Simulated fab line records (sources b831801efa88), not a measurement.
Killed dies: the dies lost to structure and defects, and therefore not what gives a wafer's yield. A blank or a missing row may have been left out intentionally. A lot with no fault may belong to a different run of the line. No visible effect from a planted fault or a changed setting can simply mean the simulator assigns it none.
Which tool was responsible?    flow sky130    13 lots with 39 wafers sampled at 3 steps, on a route of 708 steps

## WHAT THE GAUGES SHOWED, per wafer
SKY_LI_CONTACT_BOW_MEAS_03. Usual: LI_CONTACT_BOW typically reads 57 um, with standard deviation 6.7.
lot   measured      on            LI_CONTACT_BOW (um)  flag
L677  day 29 03:40  filmMetro-01  62 70 50             
L678  day 29 17:11  filmMetro-03  59 58 59             
L679  day 29 22:47  filmMetro-02  56 61 63             
L681  day 30 10:21  filmMetro-01  45 56 53             
L683  day 31 04:57  filmMetro-02  51 43 59             
L684  day 31 07:41  filmMetro-03  61 66 56             
L690  day 33 06:43  filmMetro-01  56 51 64             
L692  day 33 14:05  filmMetro-01  50 65 53             
L693  day 33 20:50  filmMetro-01  63 51 51             
L694  day 34 09:25  filmMetro-01  62 61 65             
L695  day 34 13:33  filmMetro-03  50 68 57             
L697  day 35 08:49  filmMetro-03  52 64 64             
L698  day 35 15:41  filmMetro-01  54 66 51             

SKY_LI_CONTACT_THK_MEAS_23: measures by xrf. Usual: LI_CONTACT_W_THK typically reads 396 nm, with standard deviation 5.5.
lot   measured      on            LI_CONTACT_W_THK (nm)  flag
L677  day 30 08:53  filmMetro-01  394 406 398            
L678  day 30 21:53  filmMetro-03  400 405 398            
L679  day 31 04:01  filmMetro-03  398 395 401            
L681  day 31 15:02  filmMetro-01  394 394 395            
L683  day 32 09:30  filmMetro-01  393 396 395            
L684  day 32 13:01  filmMetro-01  398 394 398            
L690  day 34 10:22  filmMetro-02  398 388 391            
L692  day 34 17:47  filmMetro-02  384 389 391            
L693  day 35 00:11  filmMetro-03  397 398 402            
L694  day 35 12:39  filmMetro-01  397 393 402            
L695  day 35 17:11  filmMetro-01  398 390 398            
L697  day 36 11:53  filmMetro-02  396 385 399            
L698  day 36 19:07  filmMetro-03  408 415 402            

## WHICH TOOL RAN EACH LOT (tool, then ch and the chambers of the sampled wafers, then the start)
lot   SKY_LI_CONTACT_ETCH_14
L677  rieDiel-04 ch 0,1,3, day 30 08:04
L678  rieDiel-03 ch 0,2, day 30 20:46
L679  rieDiel-01 ch 1,3, day 31 03:03
L681  rieDiel-03 ch 0,1,2, day 31 14:12
L683  rieDiel-03 ch 0,2, day 32 08:40
L684  rieDiel-01 ch 0,2, day 32 12:10
L690  rieDiel-03 ch 0,2,3, day 34 09:33
L692  rieDiel-03 ch 0,3, day 34 16:58
L693  rieDiel-01 ch 0,1,3, day 34 23:22
L694  rieDiel-03 ch 0,2,3, day 35 11:49
L695  rieDiel-01 ch 1,2, day 35 16:21
L697  rieDiel-04 ch 0,1,2, day 36 11:04
L698  rieDiel-04 ch 0,1,3, day 36 18:19
- SKY_LI_CONTACT_ETCH_14: etches BARC in N2/H2, stops on SiO2, time 45.9 s, target depth 60 nm.

## AS READ BY THE TOOLS THEMSELVES (means over the sampled wafers that have a number; for cases with no such wafer, the mark the record gives instead)
SKY_LI_CONTACT_ETCH_14. Usual: drypumpMotorCurrentA 5.6 A, standard deviation 0.45; oesProductAu 0.854 a.u., standard deviation 0.0047; throttleValvePct 13.224 %, standard deviation 0.0093.
lot   tool        drypumpMotorCurrentA (A)  oesProductAu (a.u.)  throttleValvePct (%)  flag
L677  rieDiel-04  5.1                       0.854                13.222                
L678  rieDiel-03  5.7                       0.858                13.218                
L679  rieDiel-01  6.5                       0.854                13.220                
L681  rieDiel-03  5.6                       0.851                13.216                
L683  rieDiel-03  5.5                       0.862                13.229                
L684  rieDiel-01  5.5                       0.852                13.226                
L690  rieDiel-03  5.6                       0.848                13.223                
L692  rieDiel-03  5.7                       0.860                13.231                
L693  rieDiel-01  6.1                       0.858                13.220                
L694  rieDiel-03  5.6                       0.855                13.225                
L695  rieDiel-01  5.9                       0.856                13.223                
L697  rieDiel-04  5.3                       0.851                13.220                
L698  rieDiel-04  5.2                       0.852                13.224                

## THE ANSWER, worked out from the rows above alone
Rule: a lot is off if the mean of its wafers that have a number lies more than 3 standard deviations from the usual mean. A lot without any number at a reading at which 4 lots or more have one is off too. Any other lot the step has rows for is counted as sound. After the gauges, taken in route order, come the tools' own readings; for these a lot's mean is taken, as printed above. The first step at which some lot is off is used, and at that step the reading that is off furthest; a lot without a number counts as furthest.
None of the lots is off at any reading shown; this tells nothing.

## WHAT HAD BEEN PUT IN BY THE SIMULATOR
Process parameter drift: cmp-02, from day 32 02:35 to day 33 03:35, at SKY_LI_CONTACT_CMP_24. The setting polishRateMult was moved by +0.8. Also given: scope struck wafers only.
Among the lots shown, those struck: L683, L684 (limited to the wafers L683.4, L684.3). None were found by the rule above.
